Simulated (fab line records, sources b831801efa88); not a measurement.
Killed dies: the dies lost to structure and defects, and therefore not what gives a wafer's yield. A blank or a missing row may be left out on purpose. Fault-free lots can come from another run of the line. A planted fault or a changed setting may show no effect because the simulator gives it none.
fab line records -- flow sky130
record lots=10, wafers=30, last_day=50
route steps=708 shown LDD_LDN@301 POLY_CUT@318 RES_XHIGH@341 SD_N@351 PAD_OPEN@708
lots with no fault: from the same line, run without faults
start_h: the number of hours between the record's first day and the start of the first shown wafer of the lot -- wait_h: time in hours since the lot's previous step -- " same as the row above -- L1.1+2: several wafers, shown together as one row -- - no value present, or no start provided -- * or withheld: withheld -- < > ~ a bound
route shown NAME@n: NAME is a module with steps in the file, n the number in the route of the first one -- usual: the fault-free wafers' mean and standard deviation -- same: alike in all rows -- chamber/n: place in a boat -- sites: per-site readings -- _std_site: the values' standard deviation -- _edge_site: mean of outer sites minus mean of inner sites -- radius_mm: for every site, how far away it sits from the centre of the wafer -- mask NAME#n: copy n -- behind: the last tool/chamber to shape the wafer -- hold: what put the lot on hold/how long, in hours/how the hold closed -- device: the transistor (n, p or np) that didn't switch -- end of line: the route-end tests of the same wafers -- a step with no rows: only its recipe -- killed: not the wafer's yield, but the dies lost to structure and defects at the first sort -- map: shows each die of a wafer: x if killed, . if not, _ if none is there
set.NAME: setting as actually run; set.NAME@STEP: the setting as run at that earlier step -- model.NAME: the simulator's own value behind a step, which no gauge read
steps of the route over a sample of lots; a table a step, a row a wafer
services: the hour from which a tool's chamber was out of use, counted from the record's first day as start_h (under 0 if before that day), plus the number of hours and why
## steps
# step SKY_LDD_LDN_STRIP_12
# recipe chemistry=O2/N2, power_w=1400, pressure_mtorr=1500, platen_temp_c=withheld, o2_flow_sccm=3000, n2_flow_sccm=300, overash_fraction=0.5
# usual drypump_motor_current_A=5.7/0.34, o2_flow_sccm=3001/10, oes_product_au=0.716/0.0047, strip_time_to_endpoint_s=14.19/0.038
lot.wafer,tool,chamber,start_h,wait_h,drypump_motor_current_A,o2_flow_sccm,oes_product_au,rf_hours_counter_h,strip_time_to_endpoint_s
L364.3,plasma_asher-02,0,528.16,0.1,6.0,3004,0.718,-,14.14
L364.4,plasma_asher-02,1,528.16,0.1,6.1,3003,0.715,-,14.17
L364.5,plasma_asher-02,1,528.16,0.1,6.2,3001,0.710,-,14.19
L365.3,plasma_asher-04,0,531.56,0.1,5.3,3016,0.707,-,14.19
L365.4,plasma_asher-04,1,531.56,0.1,5.6,3008,0.716,-,14.15
L365.6,plasma_asher-04,1,531.56,0.1,5.6,3014,0.713,-,14.17
L369.1,plasma_asher-04,1,583.52,0.1,5.6,3002,0.720,16,14.13
L369.5,plasma_asher-04,1,583.52,0.1,5.6,2992,0.712,-,14.12
L369.6,plasma_asher-04,0,583.52,0.1,5.3,3004,0.718,-,14.14
L370.1,plasma_asher-04,0,589.32,0.1,5.3,3009,0.716,16,14.19
L370.3,plasma_asher-04,1,589.32,0.1,5.6,2990,0.719,-,14.10
L370.6,plasma_asher-04,0,589.32,0.1,5.3,2996,0.716,-,14.17
L371.2,plasma_asher-04,1,600.44,0.1,5.6,2993,0.712,17,14.19
L371.4,plasma_asher-04,1,600.44,0.1,5.6,2988,0.706,-,14.18
L371.6,plasma_asher-04,0,600.44,0.1,5.3,3003,0.717,-,14.21
L375.4,plasma_asher-01,1,630.21,0.1,5.2,2993,0.715,-,14.09
L375.5,plasma_asher-01,0,630.21,0.1,5.5,3012,0.712,-,14.12
L375.6,plasma_asher-01,1,630.21,0.1,5.2,3001,0.713,-,14.12
L378.1,plasma_asher-04,0,654.32,0.1,5.3,2985,0.712,23,14.16
L378.2,plasma_asher-04,1,654.32,0.1,5.6,2993,0.713,23,14.16
L378.3,plasma_asher-04,0,654.32,0.1,5.3,2980,0.722,-,14.13
L383.1,plasma_asher-02,1,683.72,0.1,6.1,2981,0.713,91,14.20
L383.4,plasma_asher-02,0,683.72,0.1,6.0,3010,0.714,-,14.21
L383.5,plasma_asher-02,0,683.72,0.1,6.0,2999,0.713,-,14.22
L384.2,plasma_asher-01,0,699.77,0.1,5.5,2984,0.720,53,14.17
L384.4,plasma_asher-01,0,699.77,0.1,5.5,2984,0.708,-,14.19
L384.5,plasma_asher-01,1,699.77,0.1,5.2,3006,0.720,-,14.21
L385.1,plasma_asher-02,0,708.42,0.1,6.0,3005,0.719,94,14.24
L385.3,plasma_asher-02,0,708.42,0.1,6.0,3002,0.714,-,14.23
L385.6,plasma_asher-02,0,708.42,0.1,6.0,3014,0.718,-,14.26
# step SKY_POLY_CUT_ETCH_11
# recipe target=Si3N4, chemistry=CF4/CH2F2/Ar, stop_on=poly-Si, source_w=600, bias_w=150, pressure_mtorr=40, cf4_flow_sccm=40, ch2f2_flow_sccm=20, Ar_flow_sccm=150, time_s=42.5, target_depth_a=600
# usual drypump_motor_current_A=6.0/0.32, oes_product_au=0.831/0.0069, throttle_valve_pct=14.995/0.0096
# same time_s=42.5
lot.wafer,tool,chamber,start_h,wait_h,drypump_motor_current_A,oes_product_au,rf_hours_counter_h,throttle_valve_pct
L364.3,rie_diel-03,3,560.35,0.0,5.9,0.840,-,14.987
L364.4,rie_diel-03,0,560.35,0.0,6.5,0.815,-,15.000
L364.5,rie_diel-03,0,560.35,0.0,6.5,0.830,-,15.001
L365.3,rie_diel-03,3,563.60,0.0,5.8,0.843,75,14.988
L365.4,rie_diel-03,0,563.60,0.0,6.6,0.832,-,14.986
L365.6,rie_diel-03,2,563.60,0.0,5.8,0.843,-,14.989
L369.1,rie_diel-03,1,616.41,0.0,6.4,0.826,20,14.991
L369.5,rie_diel-03,2,616.41,0.0,5.8,0.822,-,14.997
L369.6,rie_diel-03,1,616.41,0.0,6.4,0.823,-,15.003
L370.1,rie_diel-03,0,622.36,0.0,6.6,0.829,4,14.988
L370.3,rie_diel-03,0,622.36,0.0,6.5,0.829,-,14.993
L370.6,rie_diel-03,2,622.36,0.0,5.8,0.838,-,14.990
L371.2,rie_diel-04,0,631.24,0.0,6.0,0.830,11,14.998
L371.4,rie_diel-04,2,631.24,0.0,5.8,0.827,-,15.001
L371.6,rie_diel-04,0,631.24,0.0,6.0,0.841,-,15.002
L375.4,rie_diel-03,2,673.75,0.0,5.8,0.828,2,14.973
L375.5,rie_diel-03,3,673.75,0.0,5.9,0.829,-,14.990
L375.6,rie_diel-03,0,673.75,0.0,6.5,0.827,-,14.997
L378.1,rie_diel-03,1,685.40,0.0,6.3,0.828,21,14.998
L378.2,rie_diel-03,3,685.40,0.0,5.9,0.840,1,14.993
L378.3,rie_diel-03,2,685.40,0.0,5.8,0.836,2,14.993
L383.1,rie_diel-04,0,714.04,0.0,6.0,0.826,13,15.009
L383.4,rie_diel-04,1,714.04,0.0,6.2,0.828,9,14.989
L383.5,rie_diel-04,1,714.04,0.0,6.2,0.830,-,15.026
L384.2,rie_diel-01,2,729.25,0.0,6.1,0.838,13,14.990
L384.4,rie_diel-01,3,729.25,0.0,5.5,0.835,7,15.000
L384.5,rie_diel-01,2,729.25,0.0,6.1,0.837,-,15.006
L385.1,rie_diel-03,2,737.10,0.0,5.8,0.840,3,15.000
L385.3,rie_diel-03,3,737.10,0.0,5.9,0.831,3,15.015
L385.6,rie_diel-03,1,737.10,0.0,6.4,0.844,-,14.988
# step SKY_RES_XHIGH_TW_MEAS_09
# usual RES_XHIGH_TW=1640/18
lot.wafer,tool,chamber,start_h,wait_h,RES_XHIGH_TW
L364.3,film_metro-04,-,620.56,0.1,1660
L364.4,film_metro-04,-,620.56,0.1,1655
L364.5,film_metro-04,-,620.56,0.1,1649
L365.3,film_metro-03,-,622.43,0.1,1644
L365.4,film_metro-03,-,622.43,0.1,1636
L365.6,film_metro-03,-,622.43,0.1,1636
L369.1,film_metro-02,-,673.44,0.1,1618
L369.5,film_metro-02,-,673.44,0.1,1612
L369.6,film_metro-02,-,673.44,0.1,1622
L370.1,film_metro-04,-,677.84,0.1,1653
L370.3,film_metro-04,-,677.84,0.1,1657
L370.6,film_metro-04,-,677.84,0.1,1652
L371.2,film_metro-04,-,686.60,0.1,1644
L371.4,film_metro-04,-,686.60,0.1,1653
L371.6,film_metro-04,-,686.60,0.1,1661
L375.4,film_metro-04,-,730.28,0.1,1636
L375.5,film_metro-04,-,730.28,0.1,1644
L375.6,film_metro-04,-,730.28,0.1,1640
L378.1,film_metro-02,-,740.16,0.1,1615
L378.2,film_metro-02,-,740.16,0.1,1613
L378.3,film_metro-02,-,740.16,0.1,1613
L383.1,film_metro-02,-,767.94,0.1,1614
L383.4,film_metro-02,-,767.94,0.1,1618
L383.5,film_metro-02,-,767.94,0.1,1613
L384.2,film_metro-02,-,784.22,0.1,1606
L384.4,film_metro-02,-,784.22,0.1,1594
L384.5,film_metro-02,-,784.22,0.1,1603
L385.1,film_metro-03,-,791.66,0.1,1661
L385.3,film_metro-03,-,791.66,0.1,1659
L385.6,film_metro-03,-,791.66,0.1,1653
# step SKY_SD_N_IMPLANT_09
# recipe species=As, energy_kev=50, dose_cm2=4e+15, tilt_deg=0
# usual beam_energy_keV=50.001/0.017, tilt_deg=-0.001/0.018
lot.wafer,tool,chamber,start_h,wait_h,beam_energy_keV,tilt_deg
L364.3,implanter-03,0,647.24,0.1,49.994,0.015
L364.4,implanter-03,0,647.24,0.1,50.010,-0.034
L364.5,implanter-03,0,647.24,0.1,50.002,-0.025
L365.3,implanter-03,0,648.44,0.1,50.006,-0.020
L365.4,implanter-03,0,648.44,0.1,49.993,0.005
L365.6,implanter-03,0,648.44,0.1,49.992,-0.003
L369.1,implanter-04,0,701.44,0.0,50.006,-0.031
L369.5,implanter-04,0,701.44,0.0,49.976,-0.024
L369.6,implanter-04,0,701.44,0.0,49.991,0.001
L370.1,implanter-04,0,705.11,0.0,50.001,0.001
L370.3,implanter-04,0,705.11,0.0,50.004,-0.006
L370.6,implanter-04,0,705.11,0.0,49.978,0.024
L371.2,implanter-03,0,715.42,0.0,49.982,-0.006
L371.4,implanter-03,0,715.42,0.0,50.009,0.020
L371.6,implanter-03,0,715.42,0.0,50.014,0.023
L375.4,implanter-03,0,758.04,0.1,37.543,-0.039
L375.5,implanter-03,0,758.04,0.1,37.549,-0.002
L375.6,implanter-03,0,758.04,0.1,37.547,-0.034
L378.1,implanter-03,0,766.94,0.0,37.541,-0.003
L378.2,implanter-03,0,766.94,0.0,37.549,0.015
L378.3,implanter-03,0,766.94,0.0,37.546,0.004
L383.1,implanter-04,0,795.14,0.0,49.991,-0.029
L383.4,implanter-04,0,795.14,0.0,50.010,0.000
L383.5,implanter-04,0,795.14,0.0,49.996,-0.028
L384.2,implanter-02,0,810.72,0.0,49.997,-0.011
L384.4,implanter-02,0,810.72,0.0,49.990,0.002
L384.5,implanter-02,0,810.72,0.0,50.006,-0.017
L385.1,implanter-04,0,818.29,0.0,50.023,-0.025
L385.3,implanter-04,0,818.29,0.0,50.016,-0.019
L385.6,implanter-04,0,818.29,0.0,50.021,0.018
# step SKY_SD_N_STRIP_11
# recipe chemistry=O2/N2, power_w=1400, pressure_mtorr=1500, platen_temp_c=withheld, o2_flow_sccm=3000, n2_flow_sccm=300, overash_fraction=0.5
# usual drypump_motor_current_A=5.7/0.36, o2_flow_sccm=3002/8.8, oes_product_au=0.528/0.0046, strip_time_to_endpoint_s=22.57/0.036
lot.wafer,tool,chamber,start_h,wait_h,drypump_motor_current_A,o2_flow_sccm,oes_product_au,rf_hours_counter_h,strip_time_to_endpoint_s
L364.3,plasma_asher-04,1,647.53,0.1,5.6,3013,0.533,-,22.57
L364.4,plasma_asher-04,0,647.53,0.1,5.3,2992,0.529,-,22.56
L364.5,plasma_asher-04,0,647.53,0.1,5.3,2997,0.516,-,22.59
L365.3,plasma_asher-02,0,648.73,0.1,6.0,2993,0.531,-,22.51
L365.4,plasma_asher-02,1,648.73,0.1,6.1,3010,0.528,-,22.55
L365.6,plasma_asher-02,1,648.73,0.1,6.1,3013,0.534,-,22.52
L369.1,plasma_asher-01,1,701.74,0.1,5.2,3003,0.532,53,22.58
L369.5,plasma_asher-01,0,701.74,0.1,5.5,3002,0.531,-,22.57
L369.6,plasma_asher-01,1,701.74,0.1,5.2,2993,0.527,-,22.53
L370.1,plasma_asher-02,1,705.41,0.1,6.1,2998,0.528,93,22.61
L370.3,plasma_asher-02,1,705.41,0.1,6.2,3002,0.524,-,22.55
L370.6,plasma_asher-02,1,705.41,0.1,6.2,2996,0.535,-,22.56
L371.2,plasma_asher-01,1,715.69,0.1,5.2,3009,0.532,55,22.51
L371.4,plasma_asher-01,0,715.69,0.1,5.6,3012,0.537,-,22.53
L371.6,plasma_asher-01,1,715.69,0.1,5.2,3017,0.526,-,22.54
L375.4,plasma_asher-02,1,758.30,0.1,6.2,2998,0.554,-,20.66
L375.5,plasma_asher-02,1,758.30,0.1,6.1,2983,0.557,-,20.68
L375.6,plasma_asher-02,0,758.30,0.1,6.0,3010,0.550,-,20.69
L378.1,plasma_asher-04,1,767.24,0.1,5.6,3016,0.548,33,20.67
L378.2,plasma_asher-04,0,767.24,0.1,5.3,2988,0.556,33,20.69
L378.3,plasma_asher-04,0,767.24,0.1,5.3,3011,0.545,-,20.72
L383.1,plasma_asher-01,0,795.44,0.1,5.5,2998,0.528,64,22.57
L383.4,plasma_asher-01,0,795.44,0.1,5.5,3014,0.526,-,22.64
L383.5,plasma_asher-01,0,795.44,0.1,5.5,3001,0.526,-,22.57
L384.2,plasma_asher-02,0,810.99,0.1,6.0,3021,0.525,105,22.54
L384.4,plasma_asher-02,1,810.99,0.1,6.2,2995,0.521,-,22.58
L384.5,plasma_asher-02,0,810.99,0.1,6.0,3005,0.523,-,22.57
L385.1,plasma_asher-02,0,818.59,0.1,6.0,3006,0.527,106,22.62
L385.3,plasma_asher-02,1,818.59,0.1,6.1,2984,0.519,-,22.61
L385.6,plasma_asher-02,1,818.59,0.1,6.1,2998,0.521,-,22.60
# step SKY_SD_N_TW_MEAS_12
# usual SD_N_TW=3985/50
lot.wafer,tool,chamber,start_h,wait_h,hold,SD_N_TW
L364.3,film_metro-04,-,647.61,0.1,-,4037
L364.4,film_metro-04,-,647.61,0.1,-,4072
L364.5,film_metro-04,-,647.61,0.1,-,4038
L365.3,film_metro-04,-,648.81,0.1,-,4036
L365.4,film_metro-04,-,648.81,0.1,-,4036
L365.6,film_metro-04,-,648.81,0.1,-,4019
L369.1,film_metro-04,-,701.84,0.1,-,4046
L369.5,film_metro-04,-,701.84,0.1,-,4050
L369.6,film_metro-04,-,701.84,0.1,-,4045
L370.1,film_metro-04,-,705.51,0.1,-,4028
L370.3,film_metro-04,-,705.51,0.1,-,4022
L370.6,film_metro-04,-,705.51,0.1,-,4039
L371.2,film_metro-04,-,715.80,0.1,-,4027
L371.4,film_metro-04,-,715.80,0.1,-,4030
L371.6,film_metro-04,-,715.80,0.1,-,4008
L375.4,film_metro-02,-,758.39,0.1,await_dispo/0.2h/release,3669
L375.5,film_metro-02,-,758.39,0.1,await_dispo/0.2h/release,3670
L375.6,film_metro-02,-,758.39,0.1,await_dispo/0.2h/release,3661
L375.4,film_metro-02,-,758.62,0.2,-,3655
L375.5,film_metro-02,-,758.62,0.2,-,3664
L375.6,film_metro-02,-,758.62,0.2,-,3678
L378.1,film_metro-03,-,767.34,0.1,await_dispo/0.2h/release,3719
L378.2,film_metro-03,-,767.34,0.1,await_dispo/0.2h/release,3739
L378.3,film_metro-03,-,767.34,0.1,await_dispo/0.2h/release,3759
L378.1,film_metro-03,-,767.57,0.2,-,3731
L378.2,film_metro-03,-,767.57,0.2,-,3765
L378.3,film_metro-03,-,767.57,0.2,-,3713
L383.1,film_metro-02,-,795.54,0.1,-,3911
L383.4,film_metro-02,-,795.54,0.1,-,3896
L383.5,film_metro-02,-,795.54,0.1,-,3909
L384.2,film_metro-02,-,811.10,0.1,-,3910
L384.4,film_metro-02,-,811.10,0.1,-,3900
L384.5,film_metro-02,-,811.10,0.1,-,3911
L385.1,film_metro-04,-,818.69,0.1,-,4000
L385.3,film_metro-04,-,818.69,0.1,-,4001
L385.6,film_metro-04,-,818.69,0.1,-,3988
# step SKY_SD_N_RS_MEAS_16
# recipe thk_meas_gauge=four-point-probe
# usual SD_N_RS=68.54/0.13
lot.wafer,tool,chamber,start_h,wait_h,hold,SD_N_RS[ohm/sq]
L364.3,film_metro-04,-,647.97,0.1,-,68.46
L364.4,film_metro-04,-,647.97,0.1,-,68.49
L364.5,film_metro-04,-,647.97,0.1,-,68.55
L365.3,film_metro-04,-,649.12,0.1,-,68.52
L365.4,film_metro-04,-,649.12,0.1,-,68.60
L365.6,film_metro-04,-,649.12,0.1,-,68.53
L369.1,film_metro-03,-,702.13,0.1,-,68.57
L369.5,film_metro-03,-,702.13,0.1,-,68.82
L369.6,film_metro-03,-,702.13,0.1,-,68.53
L370.1,film_metro-04,-,705.80,0.1,-,68.40
L370.3,film_metro-04,-,705.80,0.1,-,68.62
L370.6,film_metro-04,-,705.80,0.1,-,68.54
L371.2,film_metro-03,-,716.10,0.1,-,68.52
L371.4,film_metro-03,-,716.10,0.1,-,68.40
L371.6,film_metro-03,-,716.10,0.1,-,68.50
L375.4,film_metro-04,-,760.39,0.2,await_dispo/0.2h/release,78.24
L375.5,film_metro-04,-,760.39,0.2,await_dispo/0.2h/release,78.26
L375.6,film_metro-04,-,760.39,0.2,await_dispo/0.2h/release,78.50
L375.4,film_metro-04,-,760.69,0.3,-,78.36
L375.5,film_metro-04,-,760.69,0.3,-,78.46
L375.6,film_metro-04,-,760.69,0.3,-,78.54
L378.1,film_metro-04,-,771.57,0.1,await_dispo/0.2h/release,78.51
L378.2,film_metro-04,-,771.57,0.1,await_dispo/0.2h/release,78.38
L378.3,film_metro-04,-,771.57,0.1,await_dispo/0.2h/release,78.43
L378.1,film_metro-04,-,771.91,0.3,-,78.35
L378.2,film_metro-04,-,771.91,0.3,-,78.35
L378.3,film_metro-04,-,771.91,0.3,-,78.56
L383.1,film_metro-04,-,795.83,0.1,-,68.46
L383.4,film_metro-04,-,795.83,0.1,-,68.42
L383.5,film_metro-04,-,795.83,0.1,-,68.58
L384.2,film_metro-03,-,811.40,0.1,-,68.32
L384.4,film_metro-03,-,811.40,0.1,-,68.49
L384.5,film_metro-03,-,811.40,0.1,-,68.49
L385.1,film_metro-04,-,818.98,0.1,-,68.52
L385.3,film_metro-04,-,818.98,0.1,-,68.61
L385.6,film_metro-04,-,818.98,0.1,-,68.64
# step SKY_PAD_OPEN_PROBE_99
# usual defect_limited_yield=81.8/2, killed_at_M0_to_M3=44/7.5, killed_at_M4_up=3.3/1.8, killed_at_contacts=25/5.9, killed_at_front_end=16/4.7, killed_at_other=0.3/0.52, killed_dies=89/9.9, killed_open=49/7.8, killed_short=40/5.8, sort_bin_3_pad_short=0.9/0.43, sort_bin_5_function=10.8/1.5, sort_bin_6_memory=6.4/1.1, sort_n_pass=403/9.9, sort_yield_pct=81.8/2
# same gross_dies=492, killed_at_back_side=0, sort_bin_4_leakage[%]=0, sort_bin_8_speed[%]=0
lot.wafer,tool,chamber,start_h,wait_h,defect_limited_yield[%],killed_at_M0_to_M3,killed_at_M4_up,killed_at_contacts,killed_at_front_end,killed_at_other,killed_dies,killed_open,killed_short,sort_bin_3_pad_short[%],sort_bin_5_function[%],sort_bin_6_memory[%],sort_n_pass,sort_yield_pct[%]
L383.1,prober-02,-,1181.44,0.1,82.5,46,3,18,19,0,86,47,39,0.8,8.9,7.7,406,82.5
L383.4,prober-02,-,1181.59,0.2,81.1,49,4,19,21,0,93,49,44,1.2,10.8,6.9,399,81.1
L383.5,prober-02,-,1181.64,0.2,78.5,50,6,40,10,0,106,64,42,0.2,13.0,8.3,386,78.5
L384.2,prober-01,-,1188.55,0.1,83.7,51,0,23,5,1,80,41,38,0.8,11.0,4.5,412,83.7
L384.4,prober-01,-,1188.65,0.2,81.3,37,4,36,14,1,92,54,36,0.8,9.6,8.3,400,81.3
L384.5,prober-01,-,1188.70,0.2,81.9,41,4,26,18,0,89,55,34,1.2,11.0,5.9,403,81.9
L385.1,prober-02,-,1195.36,0.1,82.5,43,0,26,17,0,86,49,37,0.6,8.5,8.3,406,82.5
L385.3,prober-02,-,1195.46,0.2,82.5,43,2,20,21,0,86,44,41,1.4,11.2,4.9,406,82.5
L385.6,prober-02,-,1195.61,0.2,84.3,41,2,17,16,1,77,41,35,0.2,10.8,4.7,415,84.3
# killed by level:class
L383.1 VIA1:geometric_particle:open=13 METAL2:geometric_particle:short=11 FIELD_ISO:geometric_particle:open=8 CONTACT:geometric_particle:open=6 CONTACT:geometric_particle:short=4 VIA2:geometric_particle:open=4 FIELD_ISO:geometric_particle:short=3 VIA3:geometric_particle:open=3
L383.4 VIA1:geometric_particle:open=13 VIA1:geometric_particle:short=8 CONTACT:geometric_particle:open=7 METAL1:geometric_particle:short=7 VIA2:geometric_particle:open=7 FIELD_ISO:geometric_particle:short=5 FIELD_ISO:geometric_particle:open=5 SPACER:geometric_particle:short=5
L383.5 VIA1:geometric_particle:open=18 LI_CONTACT:geometric_particle:open=12 LOCAL_INTERCONNECT:geometric_particle:short=11 CONTACT:geometric_particle:open=10 VIA2:geometric_particle:open=6 METAL1:geometric_particle:short=5 VIA3:geometric_particle:open=4 VIA2:geometric_particle:short=4
L384.2 CONTACT:geometric_particle:open=13 VIA1:geometric_particle:open=11 VIA3:geometric_particle:open=7 VIA2:geometric_particle:short=7 METAL2:geometric_particle:short=5 VIA2:geometric_particle:open=5 VIA3:geometric_particle:short=5 CONTACT:geometric_particle:short=4
L384.4 CONTACT:geometric_particle:open=16 LI_CONTACT:geometric_particle:open=9 VIA3:geometric_particle:open=7 VIA2:geometric_particle:open=6 VIA1:geometric_particle:short=6 LOCAL_INTERCONNECT:geometric_particle:short=5 LI_CONTACT:geometric_particle:short=5 FIELD_ISO:geometric_particle:open=4
L384.5 VIA1:geometric_particle:open=10 LI_CONTACT:geometric_particle:open=9 CONTACT:geometric_particle:open=9 VIA2:geometric_particle:open=6 VIA1:geometric_particle:short=6 VIA3:geometric_particle:open=6 FIELD_ISO:geometric_particle:open=4 CONTACT:geometric_particle:short=4
L385.1 VIA1:geometric_particle:open=12 VIA2:geometric_particle:open=10 CONTACT:geometric_particle:short=9 CONTACT:geometric_particle:open=7 VIA1:geometric_particle:short=7 LI_CONTACT:geometric_particle:open=6 FIELD_ISO:geometric_particle:open=5 POLY_GATE:geometric_particle:short=5
L385.3 VIA1:geometric_particle:open=13 CONTACT:geometric_particle:open=8 FIELD_ISO:geometric_particle:open=7 VIA1:geometric_particle:short=5 VIA3:geometric_particle:open=5 FIELD_ISO:geometric_particle:short=4 LI_CONTACT:geometric_particle:short=4 METAL1:geometric_particle:short=4
L385.6 VIA1:geometric_particle:open=10 VIA2:geometric_particle:open=8 CONTACT:geometric_particle:open=5 FIELD_ISO:geometric_particle:open=4 POLY_GATE:geometric_particle:short=4 LI_CONTACT:geometric_particle:open=4 METAL2:geometric_particle:short=4 VIA2:geometric_particle:short=4
## services
tool,chamber,start_h,hours,kind
rie_diel-03,0,509.90,7.0,repair
rie_diel-04,0,533.87,5.8,repair
plasma_asher-01,-,535.73,6.1,repair
rie_diel-03,1,553.91,13.4,repair
plasma_asher-01,-,559.72,3.9,repair
plasma_asher-02,-,582.04,4.4,repair
rie_diel-03,1,590.22,7.8,repair
implanter-04,-,591.74,7.8,pm
rie_diel-03,0,613.05,1.8,repair
rie_diel-03,3,613.89,10.2,repair
rie_diel-03,1,619.83,28.2,repair
implanter-04,-,624.28,4.2,pm
implanter-04,-,646.66,6.2,pm
plasma_asher-02,-,680.40,2.8,pm
rie_diel-03,2,690.21,6.0,repair
implanter-03,-,691.05,3.7,pm
plasma_asher-04,-,700.29,14.6,pm
implanter-03,-,700.85,9.4,repair
rie_diel-03,2,711.56,4.1,repair
implanter-04,-,720.41,3.2,repair
rie_diel-03,-,731.14,0.6,repair
rie_diel-03,0,748.83,2.0,repair
plasma_asher-02,-,757.55,0.7,repair
plasma_asher-01,-,810.50,2.8,pm
## key
first_sign step=SKY_SD_N_IMPLANT_09, reading=beam_energy_keV, direction=down, sigmas=99+, usual=*, struck=*
effect step=SKY_SD_N_STRIP_11, reading=strip_time_to_endpoint_s, direction=down, sigmas=52, usual=*, struck=*
effect step=SKY_SD_N_TW_MEAS_12, reading=visit, direction=added
effect step=SKY_SD_N_TW_MEAS_12, reading=SD_N_TW, direction=down, sigmas=5.6, usual=3985, struck=3703
effect step=SKY_SD_N_RS_MEAS_16, reading=visit, direction=added
effect step=SKY_SD_N_RS_MEAS_16, reading=SD_N_RS, direction=up, sigmas=79, usual=68.54, struck=78.38
met_at SKY_SD_N_IMPLANT_09
struck_lots L375,L378
scrapped_behind SKY_SD_N_RS_MEAS_16 L375.4,L375.5,L375.6,L378.1,L378.2,L378.3
not_acting_at SKY_LDD_LDN_STRIP_12,SKY_POLY_CUT_ETCH_11,SKY_RES_XHIGH_TW_MEAS_09
onset_between 715.42 758.04
fault kind=process_parameter_drift, tool=implanter-03, chamber=-, onset_h=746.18, steps=SKY_SD_N_IMPLANT_09, channel=energy_kev, offset=*, shape=step, end_h=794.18, acts_in=*, stated=*
